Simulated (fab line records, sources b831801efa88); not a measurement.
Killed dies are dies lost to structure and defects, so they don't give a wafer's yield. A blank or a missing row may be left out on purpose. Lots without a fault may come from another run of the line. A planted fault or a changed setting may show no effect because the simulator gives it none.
Which tool did it? | flow gf180mcu | 12 lots, 34 wafers sampled, at 6 steps of a route of 602

WHAT THE GAUGES READ, wafer by wafer
GF_HV_LDD_TW_MEAS_23. Usual: HV_LDD_2_TW 1064, standard deviation 9.1.
lot  | measured     | on            | HV_LDD_2_TW    | flag
L654 | day 10 19:25 | film_metro-02 | 1072 1082 1073 |
L656 | day 11 09:10 | film_metro-02 | 1072 1070 1073 |
L657 | day 11 13:04 | film_metro-04 | 1060 1056 1059 |
L658 | day 12 01:07 | film_metro-04 | 1059 1053 1055 |
L660 | day 12 13:02 | film_metro-02 | 1075 1074 1074 |
L662 | day 13 12:55 | film_metro-01 | 1053 1059 1059 |
L663 | day 13 15:50 | film_metro-04 | 1064 1064 1065 |
L666 | day 14 18:34 | film_metro-04 | 1055 1055 1059 |
L667 | day 14 20:16 | film_metro-04 | 1058 1056 1062 |
L668 | day 15 04:55 | film_metro-01 | 1059 1050 1059 |
L669 | day 15 09:43 | film_metro-01 | 1057 1052 1057 |
L673 | day 16 21:50 | film_metro-04 | 1063           |

GF_HV_LDD_THK_MEAS_57. Usual: HV_LDD_CVD_56_THK 90.0 nm, standard deviation 0.77.
lot  | measured     | on            | HV_LDD_CVD_56_THK (nm) | flag
L654 | day 12 12:38 | film_metro-04 | 89.1 89.1 89.5         |
L656 | day 13 04:28 | film_metro-04 | 90.6 90.0 90.6         |
L657 | day 13 08:08 | film_metro-04 | 90.4 90.8 91.2         |
L658 | day 13 20:56 | film_metro-04 | 90.4 90.6 89.5         |
L660 | day 14 09:09 | film_metro-01 | 89.3 89.6 90.8         |
L662 | day 15 10:43 | film_metro-02 | 91.2 90.8 91.3         |
L663 | day 15 13:29 | film_metro-04 | 89.1 89.4 89.0         |
L666 | day 16 17:40 | film_metro-01 | 89.7 90.1 90.0         |
L667 | day 16 20:26 | film_metro-04 | 89.6 89.8 89.8         |
L668 | day 17 05:57 | film_metro-01 | 89.5 89.3 89.6         |
L669 | day 17 10:36 | film_metro-02 | 89.5 88.9 89.1         |
L673 | day 19 00:19 | film_metro-02 | 88.1                   |

GF_PSD_RS_MEAS_14: measures by four-point-probe. Usual: NSD_RS 46.12 ohm/sq, standard deviation 0.086.
lot  | measured     | on            | NSD_RS (ohm/sq)   | flag
L654 | day 14 06:10 | film_metro-03 | 46.19 46.04 46.12 |
L656 | day 14 23:31 | film_metro-04 | 46.12 45.99 46.07 |
L657 | day 15 07:01 | film_metro-04 | 45.95 46.10 45.93 |
L658 | day 15 16:19 | film_metro-03 | 46.29 46.14 46.16 |
L660 | day 16 04:55 | film_metro-01 | 46.29 46.29 46.14 |
L662 | day 17 08:25 | film_metro-01 | 46.12 46.08 45.98 |
L663 | day 17 10:18 | film_metro-04 | 46.04 46.08 46.18 |
L666 | day 18 16:10 | film_metro-03 | 46.13 46.12 46.10 |
L667 | day 18 20:25 | film_metro-01 | 46.06 46.02 46.06 |
L668 | day 19 05:40 | film_metro-03 | 46.11 46.16 46.16 |
L669 | day 19 10:46 | film_metro-03 | 46.28 46.25 46.29 |
L673 | day 21 00:53 | film_metro-04 | 44.76             | OFF

WHICH TOOL RAN EACH LOT (tool, then ch and the chambers of the sampled wafers, then the start)
lot  | GF_HV_LDD_STRIP_37                   | GF_NSD_IMPLANT_09               | GF_NSD_STRIP_11
L654 | plasma_asher-04 ch 0,1, day 11 14:19 | implanter-03 ch 0, day 13 08:28 | plasma_asher-04 ch 0,1, day 13 08:46
L656 | plasma_asher-01 ch 0,1, day 12 05:04 | implanter-01 ch 0, day 14 01:10 | plasma_asher-01 ch 0,1, day 14 01:28
L657 | plasma_asher-03 ch 0,1, day 12 08:43 | implanter-03 ch 0, day 14 04:34 | plasma_asher-04 ch 0,1, day 14 09:35
L658 | plasma_asher-03 ch 1, day 12 21:58   | implanter-01 ch 0, day 14 18:07 | plasma_asher-04 ch 0,1, day 14 18:25
L660 | plasma_asher-04 ch 0,1, day 13 09:30 | implanter-04 ch 0, day 15 06:13 | plasma_asher-01 ch 0,1, day 15 06:30
L662 | plasma_asher-01 ch 0,1, day 14 10:34 | implanter-04 ch 0, day 16 08:31 | plasma_asher-04 ch 0,1, day 16 08:49
L663 | plasma_asher-03 ch 0,1, day 14 13:27 | implanter-01 ch 0, day 16 11:28 | plasma_asher-01 ch 0,1, day 16 11:45
L666 | plasma_asher-04 ch 0,1, day 15 16:28 | implanter-01 ch 0, day 17 15:40 | plasma_asher-01 ch 0,1, day 17 15:58
L667 | plasma_asher-03 ch 0,1, day 15 18:16 | implanter-04 ch 0, day 17 19:33 | plasma_asher-01 ch 0,1, day 17 19:51
L668 | plasma_asher-01 ch 0,1, day 16 03:10 | implanter-03 ch 0, day 18 05:10 | plasma_asher-01 ch 0,1, day 18 05:28
L669 | plasma_asher-04 ch 0,1, day 16 08:07 | implanter-03 ch 0, day 18 10:04 | plasma_asher-04 ch 0,1, day 18 10:24
L673 | plasma_asher-04 ch 1, day 17 21:00   | implanter-03 ch 0, day 20 00:14 | plasma_asher-04 ch 0, day 20 00:30
- GF_HV_LDD_STRIP_37: strips in O2/N2.
- GF_NSD_IMPLANT_09
- GF_NSD_STRIP_11: strips in O2/N2.

WHAT THE TOOLS THEMSELVES READ (means of the sampled wafers that have a number; where no wafer has one, the mark that the record gives instead)
GF_HV_LDD_STRIP_37. Usual: drypump_motor_current_A 5.66 A, standard deviation 0.28; heater_power_w 346 W, standard deviation 22; oes_product_au 0.716 a.u., standard deviation 0.0047; strip_time_to_endpoint_s 12.65 s, standard deviation 0.042.
lot  | tool            | drypump_motor_current_A (A) | heater_power_w (W) | oes_product_au (a.u.) | strip_time_to_endpoint_s (s) | flag
L654 | plasma_asher-04 | 5.72                        | 362                | 0.716                 | 12.67                        |
L656 | plasma_asher-01 | 5.77                        | 346                | 0.714                 | 12.63                        |
L657 | plasma_asher-03 | 5.48                        | 336                | 0.717                 | 12.65                        |
L658 | plasma_asher-03 | 5.36                        | 344                | 0.712                 | 12.72                        |
L660 | plasma_asher-04 | 5.48                        | 369                | 0.718                 | 12.73                        |
L662 | plasma_asher-01 | 5.78                        | 348                | 0.716                 | 12.64                        |
L663 | plasma_asher-03 | 5.61                        | 334                | 0.716                 | 12.70                        |
L666 | plasma_asher-04 | 5.49                        | 367                | 0.714                 | 12.62                        |
L667 | plasma_asher-03 | 5.63                        | 336                | 0.717                 | 12.63                        |
L668 | plasma_asher-01 | 5.86                        | 326                | 0.717                 | 12.64                        |
L669 | plasma_asher-04 | 5.73                        | 362                | 0.714                 | 12.69                        |
L673 | plasma_asher-04 | 5.22                        | 382                | 0.717                 | 12.67                        |

GF_NSD_IMPLANT_09. Usual: beam_on_s 17.5 s, standard deviation 1.1; faraday_current_uA 12521, standard deviation 710.
lot  | tool         | beam_on_s (s) | faraday_current_uA | flag
L654 | implanter-03 | 16.6          | 13112              |
L656 | implanter-01 | 17.2          | 12706              |
L657 | implanter-03 | 16.8          | 12995              |
L658 | implanter-01 | 17.0          | 12811              |
L660 | implanter-04 | 18.9          | 11567              |
L662 | implanter-04 | 18.9          | 11569              |
L663 | implanter-01 | 17.0          | 12899              |
L666 | implanter-01 | 17.0          | 12825              |
L667 | implanter-04 | 19.4          | 11333              |
L668 | implanter-03 | 16.5          | 13275              |
L669 | implanter-03 | 16.8          | 12994              |
L673 | implanter-03 | 22.3          | 9869               | OFF

GF_NSD_STRIP_11. Usual: drypump_motor_current_A 5.8 A, standard deviation 0.33; heater_power_w 350 W, standard deviation 27; oes_product_au 0.487 a.u., standard deviation 0.0046; strip_time_to_endpoint_s 22.97 s, standard deviation 0.036.
lot  | tool            | drypump_motor_current_A (A) | heater_power_w (W) | oes_product_au (a.u.) | strip_time_to_endpoint_s (s) | flag
L654 | plasma_asher-04 | 5.7                         | 363                | 0.486                 | 22.99                        |
L656 | plasma_asher-01 | 5.8                         | 348                | 0.486                 | 22.95                        |
L657 | plasma_asher-04 | 5.5                         | 367                | 0.484                 | 22.98                        |
L658 | plasma_asher-04 | 5.7                         | 366                | 0.490                 | 22.93                        |
L660 | plasma_asher-01 | 5.8                         | 331                | 0.484                 | 22.96                        |
L662 | plasma_asher-04 | 5.5                         | 368                | 0.485                 | 22.99                        |
L663 | plasma_asher-01 | 5.8                         | 344                | 0.487                 | 22.96                        |
L666 | plasma_asher-01 | 5.8                         | 342                | 0.490                 | 22.95                        |
L667 | plasma_asher-01 | 5.9                         | 330                | 0.485                 | 22.93                        |
L668 | plasma_asher-01 | 5.9                         | 326                | 0.480                 | 23.01                        |
L669 | plasma_asher-04 | 5.5                         | 370                | 0.483                 | 22.99                        |
L673 | plasma_asher-04 | 6.0                         | 397                | 0.481                 | 23.79                        | OFF

THE ANSWER, worked out from the rows above alone
Rule: a lot is off if the mean of its wafers that have a number lies more than 3 standard deviations from the usual mean. A lot without any number at a reading at which 4 lots or more have one is off too. The other lots that the step has rows for count as sound. The gauges are gone through in route order, then the tools' own readings, and for those a lot's mean is taken as printed above. The first step at which some lot is off is used, and at that step the reading that is off furthest; a lot without a number counts as furthest.
Off: L673, at GF_PSD_RS_MEAS_14 (NSD_RS).
A tool fits if, at a process step before that reading, it ran every lot that is off, and no sound lot after the first of them. The gauges at GF_PSD_RS_MEAS_14 aren't tried: what is off there is off at GF_NSD_IMPLANT_09 too, on other tools, and a gauge's error can't cause that. Can't be told from this: 2 tools fit, plasma_asher-04 at GF_HV_LDD_STRIP_37 and GF_NSD_STRIP_11, implanter-03 at GF_NSD_IMPLANT_09.

WHAT THE SIMULATOR HAD PUT IN
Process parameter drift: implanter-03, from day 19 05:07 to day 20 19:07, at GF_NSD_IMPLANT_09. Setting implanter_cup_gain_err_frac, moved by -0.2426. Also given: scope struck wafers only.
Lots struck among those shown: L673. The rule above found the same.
